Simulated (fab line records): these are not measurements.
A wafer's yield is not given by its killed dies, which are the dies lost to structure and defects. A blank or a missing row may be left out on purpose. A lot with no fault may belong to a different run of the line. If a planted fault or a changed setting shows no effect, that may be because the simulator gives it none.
fab line records	flow sky130
record lots=7	wafers=21	lastDay=50
route steps=708 shown POLY_GATE@219 PAD_OPEN@708
lots with no fault: from the same line, run without faults
startH: the number of hours between the record's first day and the start of the first shown wafer of the lot	waitH: time in hours since the lot's previous step	" same as the row above	L1.1+2: several wafers, shown together as one row	- value missing, or start not given	* or withheld: withheld	< > ~ a bound
route shown NAME@n: a module of which the file shows steps, and the number in the route of the first	usual: mean/standard deviation taken from wafers without a fault	same: alike in all rows	chamber/n: place in a boat	sites: the reading at each site	_std_site: their standard deviation	_edge_site: inner sites' mean taken away from outer sites' mean	radiusMm: for every site, how far away it sits from the centre of the wafer	mask NAME#n: copy n	behind: tool/chamber where the wafer was last shaped	hold: cause of the lot's hold/its duration in hours/its outcome	device: the transistor (n, p or np) that didn't switch	end of line: the same wafers' tests at the end of the route	for a step that has no rows: nothing shown but its recipe	killed: count of dies lost to structure and defects at first sort (not the wafer's yield)	map: a wafer's dies, x killed, . not, _ none there
set.NAME: setting as actually run; set.NAME@STEP: the setting as run at that earlier step	model.NAME: the simulator's own value behind a step, which no gauge read
lots at selected steps of the route; one table per step, one row per wafer
services: a tool's chamber out of use, with start hour (startH, from the record's first day; less than 0 if before it), hours out, and reason
## steps
# step SKY_POLY_GATE_DEHYDRATE_05
# recipe tempC=200	timeS=60
# step SKY_POLY_GATE_HMDS_06
# recipe primeTimeS=60	primeTempC=120
# step SKY_POLY_GATE_COAT_07
# recipe resist=BARC	tempC=withheld	timeS=withheld	spinRpm=3000	resistThkNm=110
# step SKY_POLY_GATE_COAT_08
# recipe resist=KrF-thick	spinRpm=3000	resistThkNm=450
# step SKY_POLY_GATE_SOFTBAKE_09
# recipe tempC=100	timeS=90	resist=KrF-thick
# step SKY_POLY_GATE_EXPOSE_10
# recipe maskId=P1M	na=0.68	sourceShape=conventional	sigmaOuter=0.6	targetCdNm=150	doseMj=28
# step SKY_POLY_GATE_PEB_11
# recipe pebTempC=withheld	pebTimeS=withheld	resist=KrF-thick
# step SKY_POLY_GATE_DEVELOP_12
# recipe developTimeS=60	resist=KrF-thick	devTempC=21
# step SKY_POLY_GATE_CD_MEAS_13
# recipe targetCdNm=150
# usual cdNm=149.5/1.3
lot.wafer	tool	chamber	startH	waitH	cdNm
L307.2	cdSem-01	-	365.93	-	151.3
L307.3	"	-	"	"	150.4
L307.6	"	-	"	"	150.9
L311.1	cdSem-01	-	395.49	-	150.8
L311.4	"	-	"	"	151.9
L311.6	"	-	"	"	151.1
L316.1	cdSem-01	-	449.62	-	149.5
L316.3	"	-	"	"	148.9
L316.6	"	-	"	"	148.7
L322.2	cdSem-02	-	506.68	-	150.2
L322.4	"	-	"	"	148.8
L322.5	"	-	"	"	149.0
L323.1	cdSem-01	-	510.86	-	151.7
L323.3	"	-	"	"	151.7
L323.6	"	-	"	"	151.2
L324.2	cdSem-02	-	524.63	-	149.4
L324.5	"	-	"	"	148.7
L324.6	"	-	"	"	148.7
L330.1	cdSem-01	-	569.61	-	149.8
L330.4	"	-	"	"	148.7
L330.6	"	-	"	"	150.7
# step SKY_POLY_GATE_OVL_MEAS_14
# usual POLY_GATE_OVL=-3/5.5
lot.wafer	tool	chamber	startH	waitH	POLY_GATE_OVL[nm]
L307.2	overlay-02	-	366.04	0.1	-8
L307.3	"	-	"	"	2
L307.6	"	-	"	"	0
L311.1	overlay-02	-	395.61	0.1	3
L311.4	"	-	"	"	-3
L311.6	"	-	"	"	-1
L316.1	overlay-01	-	449.74	0.1	-4
L316.3	"	-	"	"	-2
L316.6	"	-	"	"	-6
L322.2	overlay-01	-	506.79	0.1	0
L322.4	"	-	"	"	-12
L322.5	"	-	"	"	-3
L323.1	overlay-02	-	510.98	0.1	-7
L323.3	"	-	"	"	-8
L323.6	"	-	"	"	0
L324.2	overlay-02	-	524.74	0.1	4
L324.5	"	-	"	"	-1
L324.6	"	-	"	"	2
L330.1	overlay-02	-	569.73	0.1	0
L330.4	"	-	"	"	0
L330.6	"	-	"	"	4
# step SKY_POLY_GATE_ETCH_15
# recipe chemistry=N2/H2	target=BARC	ionEnergyEv=200	sourceW=500	biasW=100	pressureMtorr=30	n2FlowSccm=100	h2FlowSccm=200	stopOn=SiO2	timeS=118.5	targetDepthA=1100
# usual biasW=100.0/0.31	chamberPressureMTorr=30.003/0.027	drypumpMotorCurrentA=5.7/0.52	oesProductAu=0.717/0.0045	throttleValvePct=13.213/0.0097
lot.wafer	tool	chamber	startH	waitH	biasW	chamberPressureMTorr	drypumpMotorCurrentA	oesProductAu	rfHoursCounterH	throttleValvePct
L307.2	rieDiel-01	0	366.07	0.0	99.8	29.984	4.9	0.717	9	13.216
L307.3	"	1	"	"	100.0	30.036	6.2	0.718	87	13.219
L307.6	"	1	"	"	100.1	29.952	6.2	0.724	-	13.206
L311.1	rieDiel-03	1	395.65	0.0	99.9	29.965	5.8	0.714	14	13.199
L311.4	"	3	"	"	99.6	29.968	5.4	0.716	7	13.213
L311.6	"	3	"	"	100.2	29.979	5.4	0.715	-	13.228
L316.1	rieDiel-01	3	449.77	0.0	99.9	29.993	5.6	0.715	9	13.210
L316.3	"	0	"	"	99.8	30.050	4.9	0.712	11	13.203
L316.6	"	2	"	"	99.8	29.996	6.5	0.721	-	13.215
L322.2	rieDiel-01	2	506.82	0.0	99.8	30.058	6.4	0.731	15	13.217
L322.4	"	3	"	"	99.8	30.003	5.6	0.718	-	13.194
L322.5	"	0	"	"	100.2	29.969	4.9	0.720	-	13.195
L323.1	rieDiel-01	1	511.01	0.0	100.0	30.047	6.2	0.722	90	13.231
L323.3	"	2	"	"	99.8	29.995	6.4	0.719	15	13.232
L323.6	"	0	"	"	100.7	30.028	4.9	0.727	-	13.211
L324.2	rieDiel-01	0	524.77	0.0	100.0	30.021	4.9	0.723	12	13.218
L324.5	"	0	"	"	100.3	30.041	4.9	0.719	-	13.212
L324.6	"	3	"	"	99.9	30.047	5.6	0.720	-	13.223
L330.1	rieDiel-01	0	569.77	0.0	100.2	30.009	4.9	0.711	13	13.212
L330.4	"	2	"	"	100.0	30.020	6.4	0.719	-	13.220
L330.6	"	0	"	"	100.1	30.001	4.9	0.719	-	13.210
# step SKY_POLY_GATE_ETCH_16
# recipe stopOn=poly-Si	chemistry=CH3F/O2	target=Si3N4	sourceW=400	biasW=80	pressureMtorr=25	ch3fFlowSccm=40	O2_flow_sccm=30	timeS=147.5	targetDepthA=750
# usual O2_flow_sccm=29.99/0.096	biasW=80.00/0.25	drypumpMotorCurrentA=5.7/0.51	oesProductAu=0.642/0.0046	throttleValvePct=10.535/0.0088
lot.wafer	tool	chamber	startH	waitH	O2_flow_sccm	biasW	drypumpMotorCurrentA	oesProductAu	rfHoursCounterH	throttleValvePct
L307.2	rieDiel-01	0	366.15	0.0	30.06	80.13	4.9	0.644	9	10.544
L307.3	"	1	"	"	29.90	79.78	6.2	0.650	87	10.537
L307.6	"	1	"	"	29.93	79.94	6.2	0.643	-	10.533
L311.1	rieDiel-03	1	395.73	0.0	30.05	79.80	5.8	0.644	14	10.544
L311.4	"	3	"	"	30.01	79.84	5.3	0.650	7	10.522
L311.6	"	3	"	"	29.98	79.71	5.4	0.643	-	10.531
L316.1	rieDiel-01	3	449.86	0.0	30.12	80.17	5.5	0.650	9	10.526
L316.3	"	0	"	"	30.11	79.93	4.9	0.649	11	10.531
L316.6	"	2	"	"	30.03	79.43	6.4	0.637	-	10.520
L322.2	rieDiel-01	2	506.90	0.0	29.98	80.26	6.4	0.637	15	10.527
L322.4	"	3	"	"	29.82	79.79	5.5	0.639	-	10.526
L322.5	"	0	"	"	29.96	80.22	4.9	0.642	-	10.536
L323.1	rieDiel-01	1	511.09	0.0	29.88	80.11	6.2	0.638	90	10.523
L323.3	"	2	"	"	29.94	80.04	6.4	0.632	15	10.531
L323.6	"	0	"	"	30.14	79.95	4.9	0.629	-	10.548
L324.2	rieDiel-01	0	524.85	0.0	29.92	80.07	4.9	0.645	12	10.536
L324.5	"	0	"	"	30.05	79.76	4.9	0.641	-	10.547
L324.6	"	3	"	"	29.89	80.31	5.6	0.636	-	10.533
L330.1	rieDiel-01	0	569.85	0.0	29.90	79.91	4.9	0.641	14	10.552
L330.4	"	2	"	"	29.98	79.71	6.5	0.642	-	10.530
L330.6	"	0	"	"	29.79	80.18	4.9	0.646	-	10.527
# step SKY_POLY_GATE_ETCH_17
# recipe targetDepthNm=180	stopOn=SiO2	overEtchFrac=0.56667	chemistry=HBr/Cl2	target=poly-Si	icpW=400	biasW=100	pressureMtorr=10	HBr_flow_sccm=150	Cl2_flow_sccm=50	timeS=70.5
# usual HBr_flow_sccm=149.9/0.43	biasW=100.00/0.29	drypumpMotorCurrentA=5.79/0.22	oesProductAu=0.986/0.0066	overEtchFrac=0.56667/0	throttleValvePct=33.684/0.0092
lot.wafer	tool	chamber	startH	waitH	HBr_flow_sccm	biasW	drypumpMotorCurrentA	oesProductAu	overEtchFrac	rfHoursCounterH	throttleValvePct	model.KrF-thick_of_POLY_GATE_COAT_08.thkNm
L307.2	rieSi-01	2	366.25	0.0	150.8	100.10	5.76	0.978	0.56667	49	33.672	142.8
L307.3	"	3	"	"	150.5	100.53	6.08	0.986	0.56667	5	33.666	140.3
L307.6	"	1	"	"	150.4	100.57	5.90	0.989	0.56667	-	33.690	138.8
L311.1	rieSi-01	1	395.83	0.0	150.6	99.81	5.88	0.985	0.56667	2	33.688	141.8
L311.4	"	0	"	"	149.0	100.21	5.95	0.989	0.56667	5	33.697	144.7
L311.6	"	0	"	"	149.5	99.93	5.94	0.979	0.56667	-	33.684	145.6
L316.1	rieSi-01	1	449.96	0.0	150.5	99.91	5.91	1.002	0.56667	2	33.674	141.8
L316.3	"	0	"	"	150.2	100.11	5.95	0.986	0.56667	6	33.700	144.4
L316.6	"	1	"	"	150.4	99.27	5.93	0.991	0.56667	-	33.687	138.8
L322.2	rieSi-01	3	507.00	0.0	-	-	-	-	-	-	-	233.4
L322.4	"	1	"	"	-	-	-	-	-	-	-	232.2
L322.5	"	1	"	"	-	-	-	-	-	-	-	235
L323.1	rieSi-02	0	511.19	0.0	-	-	-	-	-	-	-	233.6
L323.3	"	3	"	"	-	-	-	-	-	-	-	233.3
L323.6	"	1	"	"	-	-	-	-	-	-	-	236.5
L324.2	rieSi-01	1	524.95	0.0	-	-	-	-	-	-	-	235.8
L324.5	"	1	"	"	-	-	-	-	-	-	-	236.8
L324.6	"	3	"	"	-	-	-	-	-	-	-	233.6
L330.1	rieSi-01	2	569.95	0.0	149.5	100.35	5.74	0.987	0.56667	0	33.691	146.2
L330.4	"	3	"	"	150.7	99.96	6.09	0.995	0.56667	6	33.676	142.7
L330.6	"	0	"	"	149.6	100.02	5.96	0.988	0.56667	-	33.672	144.2
# step SKY_POLY_GATE_STRIP_18
# recipe chemistry=O2/N2	powerW=1400	pressureMtorr=1500	platenTempC=withheld	o2FlowSccm=3000	n2FlowSccm=300	overashFraction=0.5
# usual drypumpMotorCurrentA=6.1/0.38	o2FlowSccm=2998/9.2	oesProductAu=0.362/0.0045	stripTimeToEndpointS=3.178/0.03
lot.wafer	tool	chamber	startH	waitH	drypumpMotorCurrentA	o2FlowSccm	oesProductAu	rfHoursCounterH	stripTimeToEndpointS
L307.2	plasmaAsher-04	1	366.30	0.0	6.0	2990	0.361	26	3.196
L307.3	"	1	"	"	6.0	3002	0.363	-	3.175
L307.6	"	1	"	"	6.0	3011	0.359	-	3.157
L311.1	plasmaAsher-04	1	395.88	0.0	6.0	3004	0.358	29	3.188
L311.4	"	0	"	"	5.6	2986	0.365	-	3.215
L311.6	"	1	"	"	6.1	3007	0.370	-	3.221
L316.1	plasmaAsher-02	1	450.01	0.0	6.5	2998	0.371	77	3.184
L316.3	"	1	"	"	6.4	3009	0.359	-	3.214
L316.6	"	0	"	"	6.6	3003	0.358	-	3.154
L322.2	plasmaAsher-03	1	507.05	0.0	6.4	2995	0.402	8	4.184
L322.4	"	0	"	"	5.9	3000	0.399	-	4.171
L322.5	"	1	"	"	6.4	2994	0.404	-	4.197
L323.1	plasmaAsher-02	1	511.25	0.0	6.5	3004	0.406	82	4.186
L323.3	"	0	"	"	6.6	3007	0.402	-	4.194
L323.6	"	0	"	"	6.6	3001	0.413	-	4.215
L324.2	plasmaAsher-03	0	525.00	0.0	6.0	3003	0.412	9	4.213
L324.5	"	1	"	"	6.3	2994	0.409	-	4.231
L324.6	"	0	"	"	5.9	2991	0.403	-	4.190
L330.1	plasmaAsher-02	1	570.00	0.0	6.4	3008	0.367	89	3.237
L330.4	"	0	"	"	6.6	2986	0.366	-	3.205
L330.6	"	0	"	"	6.7	2990	0.362	-	3.223
# step SKY_POLY_GATE_CLEAN_19
# recipe chemistry=SC1/SC2	mix=1:4:20	tempC=70	timeS=150	dry=n2Spin
# step SKY_PAD_OPEN_PROBE_99
# usual killed_at_M0_to_M3=42/6.9	killed_at_M4_up=3.2/1.7	killedAtContacts=23/5.5	killedAtFrontEnd=16/4	killedAtOther=0.4/0.55	killedDies=85/9.2	killedOnRim=16/3.5	killedOpen=46/6.8	killedShort=38/6.2
# same grossDies=492	killedAtBackSide=0
lot.wafer	tool	chamber	startH	waitH	killed_at_M0_to_M3	killed_at_M4_up	killedAtContacts	killedAtFrontEnd	killedAtOther	killedDies	killedOnRim	killedOpen	killedShort
L307.2	prober-02	-	1071.33	0.1	29	3	27	13	0	72	14	37	35
L307.3	prober-02	-	1071.38	0.2	37	2	17	16	0	72	16	40	32
L307.6	prober-02	-	1071.53	0.2	45	2	14	17	1	79	15	48	31
L311.1	prober-02	-	1092.63	0.1	52	3	24	18	0	97	24	46	50
L311.4	prober-02	-	1092.78	0.2	57	8	36	14	0	115	20	66	49
L311.6	prober-02	-	1092.88	0.2	38	4	34	18	0	94	16	53	41
L316.1	prober-02	-	1129.20	0.1	49	1	27	12	1	90	18	39	51
L316.3	prober-02	-	1129.30	0.2	51	4	16	19	1	91	18	46	45
L316.6	prober-02	-	1129.45	0.2	55	3	23	12	0	93	19	59	34
L322.2	prober-01	-	1163.36	0.1	31	5	29	427	0	492	96	47	31
L322.4	prober-01	-	1163.46	0.2	49	6	27	410	0	492	96	61	42
L322.5	prober-01	-	1163.51	0.2	41	2	28	421	0	492	96	43	43
L323.1	prober-02	-	1171.11	0.1	39	4	29	420	0	492	96	46	40
L323.3	prober-02	-	1171.21	0.2	37	3	31	421	0	492	96	55	34
L323.6	prober-02	-	1171.36	0.2	42	3	24	423	0	492	96	34	55
L324.2	prober-01	-	1171.51	0.1	40	5	36	411	0	492	96	52	38
L324.5	prober-01	-	1171.66	0.2	38	4	27	422	1	492	96	48	36
L324.6	prober-01	-	1171.71	0.2	51	2	31	407	1	492	96	60	39
L330.1	prober-01	-	1200.66	0.1	36	2	20	18	0	76	14	40	36
L330.4	prober-01	-	1200.81	0.2	33	1	35	19	1	89	15	51	36
L330.6	prober-01	-	1200.91	0.2	41	1	18	18	1	79	15	44	35
# killed by level:class
L307.2 LI_CONTACT:geometricParticle:open=10 CONTACT:geometricParticle:open=7 FIELD_ISO:geometricParticle:open=6 VIA1:geometricParticle:open=5 FIELD_ISO:geometricParticle:short=4 LI_CONTACT:geometricParticle:short=4 VIA3:geometricParticle:short=4 CONTACT:geometricParticle:short=3
L307.3 CONTACT:geometricParticle:open=7 VIA1:geometricParticle:open=7 VIA2:geometricParticle:open=7 FIELD_ISO:geometricParticle:short=6 FIELD_ISO:geometricParticle:open=5 VIA1:geometricParticle:short=5 VIA3:geometricParticle:open=4 LOCAL_INTERCONNECT:geometricParticle:short=4
L307.6 VIA1:geometricParticle:open=13 METAL2:geometricParticle:short=8 FIELD_ISO:geometricParticle:open=6 CONTACT:geometricParticle:open=6 VIA2:geometricParticle:open=5 POLY_GATE:geometricParticle:open=4 VIA3:geometricParticle:open=4 LI_CONTACT:geometricParticle:open=3
L311.1 VIA2:geometricParticle:open=10 METAL1:geometricParticle:short=8 CONTACT:geometricParticle:short=7 VIA3:geometricParticle:open=7 LI_CONTACT:geometricParticle:open=6 METAL2:geometricParticle:short=6 LOCAL_INTERCONNECT:geometricParticle:short=5 VIA1:geometricParticle:open=5
L311.4 CONTACT:geometricParticle:open=14 VIA1:geometricParticle:open=10 VIA3:geometricParticle:open=10 LI_CONTACT:geometricParticle:open=9 METAL1:geometricParticle:short=9 VIA1:geometricParticle:short=8 VIA2:geometricParticle:open=8 METAL4:geometricParticle:short=7
L311.6 CONTACT:geometricParticle:open=13 CONTACT:geometricParticle:short=8 VIA1:geometricParticle:open=6 METAL1:geometricParticle:short=6 VIA3:geometricParticle:open=6 LOCAL_INTERCONNECT:geometricParticle:short=5 POLY_GATE:geometricParticle:open=4 SPACER:geometricParticle:open=4
L316.1 METAL1:geometricParticle:short=10 VIA1:geometricParticle:open=9 FIELD_ISO:geometricParticle:short=7 VIA3:geometricParticle:open=7 LI_CONTACT:geometricParticle:open=6 CONTACT:geometricParticle:open=6 LI_CONTACT:geometricParticle:short=5 LOCAL_INTERCONNECT:geometricParticle:short=5
L316.3 VIA1:geometricParticle:open=9 LI_CONTACT:geometricParticle:open=8 VIA3:geometricParticle:open=8 VIA1:geometricParticle:short=7 FIELD_ISO:geometricParticle:short=6 METAL1:geometricParticle:short=6 VIA2:geometricParticle:open=6 VIA2:geometricParticle:short=5
L316.6 VIA1:geometricParticle:open=13 CONTACT:geometricParticle:open=11 VIA2:geometricParticle:open=9 VIA3:geometricParticle:open=8 LI_CONTACT:geometricParticle:open=6 FIELD_ISO:geometricParticle:short=4 METAL1:geometricParticle:short=4 METAL2:geometricParticle:short=4
L322.2 POLY_GATE:areaEtch=414 LI_CONTACT:geometricParticle:open=8 VIA2:geometricParticle:open=8 CONTACT:geometricParticle:open=7 VIA1:geometricParticle:open=6 VIA3:geometricParticle:open=5 LOCAL_INTERCONNECT:geometricParticle:short=5 POLY_GATE:geometricParticle:short=4
L322.4 POLY_GATE:areaEtch=389 CONTACT:geometricParticle:open=12 VIA2:geometricParticle:open=9 FIELD_ISO:geometricParticle:open=8 VIA1:geometricParticle:open=8 METAL2:geometricParticle:short=8 VIA3:geometricParticle:open=7 LI_CONTACT:geometricParticle:open=7
L322.5 POLY_GATE:areaEtch=406 CONTACT:geometricParticle:open=11 METAL1:geometricParticle:short=7 VIA2:geometricParticle:open=7 LOCAL_INTERCONNECT:geometricParticle:short=6 VIA1:geometricParticle:open=6 POLY_GATE:geometricParticle:short=5 CONTACT:geometricParticle:short=5
L323.1 POLY_GATE:areaEtch=405 CONTACT:geometricParticle:open=11 VIA1:geometricParticle:open=9 METAL2:geometricParticle:short=8 LI_CONTACT:geometricParticle:open=7 VIA3:geometricParticle:open=6 POLY_GATE:geometricParticle:open=5 LOCAL_INTERCONNECT:geometricParticle:short=5
L323.3 POLY_GATE:areaEtch=402 CONTACT:geometricParticle:open=11 FIELD_ISO:geometricParticle:open=10 LI_CONTACT:geometricParticle:open=10 VIA1:geometricParticle:open=6 VIA2:geometricParticle:open=6 VIA3:geometricParticle:open=6 CONTACT:geometricParticle:short=5
L323.6 POLY_GATE:areaEtch=402 FIELD_ISO:geometricParticle:short=13 VIA1:geometricParticle:open=13 CONTACT:geometricParticle:open=9 LOCAL_INTERCONNECT:geometricParticle:short=8 VIA1:geometricParticle:short=7 VIA3:geometricParticle:short=6 METAL2:geometricParticle:short=5
L324.2 POLY_GATE:areaEtch=402 VIA1:geometricParticle:open=16 CONTACT:geometricParticle:open=16 CONTACT:geometricParticle:short=10 LI_CONTACT:geometricParticle:open=6 FIELD_ISO:geometricParticle:short=5 VIA2:geometricParticle:open=4 VIA1:geometricParticle:short=4
L324.5 POLY_GATE:areaEtch=408 CONTACT:geometricParticle:open=15 METAL2:geometricParticle:short=8 LI_CONTACT:geometricParticle:open=6 VIA2:geometricParticle:open=6 VIA1:geometricParticle:open=5 VIA1:geometricParticle:short=5 FIELD_ISO:geometricParticle:open=4
L324.6 POLY_GATE:areaEtch=393 VIA1:geometricParticle:open=14 CONTACT:geometricParticle:open=12 LI_CONTACT:geometricParticle:open=11 VIA3:geometricParticle:open=7 METAL1:geometricParticle:short=6 VIA1:geometricParticle:short=6 METAL2:geometricParticle:short=6
L330.1 VIA1:geometricParticle:open=12 CONTACT:geometricParticle:open=8 FIELD_ISO:geometricParticle:open=6 FIELD_ISO:geometricParticle:short=6 LOCAL_INTERCONNECT:geometricParticle:short=5 METAL1:geometricParticle:short=4 POLY_GATE:geometricParticle:short=4 VIA3:geometricParticle:open=4
L330.4 LI_CONTACT:geometricParticle:open=11 CONTACT:geometricParticle:open=11 LOCAL_INTERCONNECT:geometricParticle:short=8 FIELD_ISO:geometricParticle:open=6 VIA3:geometricParticle:open=6 VIA1:geometricParticle:short=6 VIA2:geometricParticle:open=5 VIA1:geometricParticle:open=5
L330.6 CONTACT:geometricParticle:open=9 METAL1:geometricParticle:short=6 VIA1:geometricParticle:open=6 VIA2:geometricParticle:open=6 VIA3:geometricParticle:open=6 POLY_GATE:geometricParticle:open=5 METAL2:geometricParticle:short=5 FIELD_ISO:geometricParticle:short=4
# map L322.2 (x killed, . not)
__________xxxxxxxxxx_________
________xxxxxxxxxxxxxx_______
______xxxxxxxxxxxxxxxxxx_____
_____xxxxxxxxxxxxxxxxxxxx____
____xxxxxxxxxxxxxxxxxxxxxx___
___xxxxxxxxxxxxxxxxxxxxxxxx__
__xxxxxxxxxxxxxxxxxxxxxxxxxx_
_xxxxxxxxxxxxxxxxxxxxxxxxxxxx
_xxxxxxxxxxxxxxxxxxxxxxxxxxxx
_xxxxxxxxxxxxxxxxxxxxxxxxxxxx
_xxxxxxxxxxxxxxxxxxxxxxxxxxxx
_xxxxxxxxxxxxxxxxxxxxxxxxxxxx
_xxxxxxxxxxxxxxxxxxxxxxxxxxxx
_xxxxxxxxxxxxxxxxxxxxxxxxxxxx
_xxxxxxxxxxxxxxxxxxxxxxxxxxxx
__xxxxxxxxxxxxxxxxxxxxxxxxxx_
___xxxxxxxxxxxxxxxxxxxxxxxx__
____xxxxxxxxxxxxxxxxxxxxxx___
_____xxxxxxxxxxxxxxxxxxxx____
______xxxxxxxxxxxxxxxxxx_____
________xxxxxxxxxxxxxx_______
__________xxxxxxxxxx_________
# map L323.1 (x killed, . not)
__________xxxxxxxxxx_________
________xxxxxxxxxxxxxx_______
______xxxxxxxxxxxxxxxxxx_____
_____xxxxxxxxxxxxxxxxxxxx____
____xxxxxxxxxxxxxxxxxxxxxx___
___xxxxxxxxxxxxxxxxxxxxxxxx__
__xxxxxxxxxxxxxxxxxxxxxxxxxx_
_xxxxxxxxxxxxxxxxxxxxxxxxxxxx
_xxxxxxxxxxxxxxxxxxxxxxxxxxxx
_xxxxxxxxxxxxxxxxxxxxxxxxxxxx
_xxxxxxxxxxxxxxxxxxxxxxxxxxxx
_xxxxxxxxxxxxxxxxxxxxxxxxxxxx
_xxxxxxxxxxxxxxxxxxxxxxxxxxxx
_xxxxxxxxxxxxxxxxxxxxxxxxxxxx
_xxxxxxxxxxxxxxxxxxxxxxxxxxxx
__xxxxxxxxxxxxxxxxxxxxxxxxxx_
___xxxxxxxxxxxxxxxxxxxxxxxx__
____xxxxxxxxxxxxxxxxxxxxxx___
_____xxxxxxxxxxxxxxxxxxxx____
______xxxxxxxxxxxxxxxxxx_____
________xxxxxxxxxxxxxx_______
__________xxxxxxxxxx_________
## services
tool	chamber	startH	hours	kind
rieDiel-03	0	345.03	1.9	repair
rieSi-01	-	360.53	0.1	repair
rieDiel-01	3	362.24	13.2	repair
rieSi-02	-	370.67	0.2	repair
rieSi-02	-	418.97	2.8	pm
plasmaAsher-03	-	421.25	9.0	pm
rieSi-02	3	439.45	12.7	repair
rieDiel-03	2	444.79	3.9	repair
plasmaAsher-02	-	458.54	0.5	repair
rieSi-01	3	472.43	5.0	repair
plasmaAsher-02	-	477.86	2.8	pm
rieSi-01	3	482.94	2.1	repair
plasmaAsher-03	-	495.84	2.8	pm
rieDiel-01	1	500.65	6.4	repair
rieSi-01	2	516.33	3.8	repair
rieDiel-01	1	518.39	-	clean
rieDiel-01	1	518.39	18.7	scheduledDown
rieDiel-01	1	518.39	18.7	ventCycle
rieSi-01	2	522.52	-	clean
rieSi-01	2	522.52	16.4	scheduledDown
rieSi-02	1	543.64	4.0	repair
plasmaAsher-04	-	548.11	36.6	repair
rieSi-02	3	561.46	3.0	repair
rieDiel-01	1	569.39	12.9	repair
## key
firstSign step=SKY_POLY_GATE_ETCH_17	reading=toolRecord	direction=missing
effect step=SKY_POLY_GATE_STRIP_18	reading=stripTimeToEndpointS	direction=up	sigmas=34	usual=*	struck=*
effect step=SKY_PAD_OPEN_PROBE_99	reading=killedAtFrontEnd	direction=up	sigmas=99+	usual=16	struck=418
modelEffect step=SKY_POLY_GATE_ETCH_17	value=KrF-thick_of_POLY_GATE_COAT_08.thkNm	without=140	struck=234.5
moreKillsBornAt SKY_POLY_GATE_ETCH_17@rieSi-01=2412	SKY_POLY_GATE_ETCH_17@rieSi-02=1209
metAt SKY_POLY_GATE_ETCH_17
struckWafers L322.2,L322.4,L322.5,L323.1,L323.3,L323.6,L324.2,L324.5,L324.6
laterRowsLeftOut L322.2,L322.4,L322.5,L323.1,L323.3,L323.6,L324.2,L324.5,L324.6
testerLeftOut L322,L323,L324
onsetBetween 449.96 507.00
fault kind=skippedStepWhole	tool=rieSi-01,rieSi-02	chamber=-	onsetH=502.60	steps=SKY_POLY_GATE_ETCH_17	scope=struckLotsOnly
# testerLeftOut: of these lots the tester's yield and bins aren't shown, on N5 and GAA mostly nor the transistor test; their killed dies are dies lost to structure and defects alone, not to doping, threshold or leakage, so they don't give the yield
# laterRowsLeftOut: the simulator's readings of these wafers behind a module that went badly wrong aren't trusted and aren't shown, but for the sort
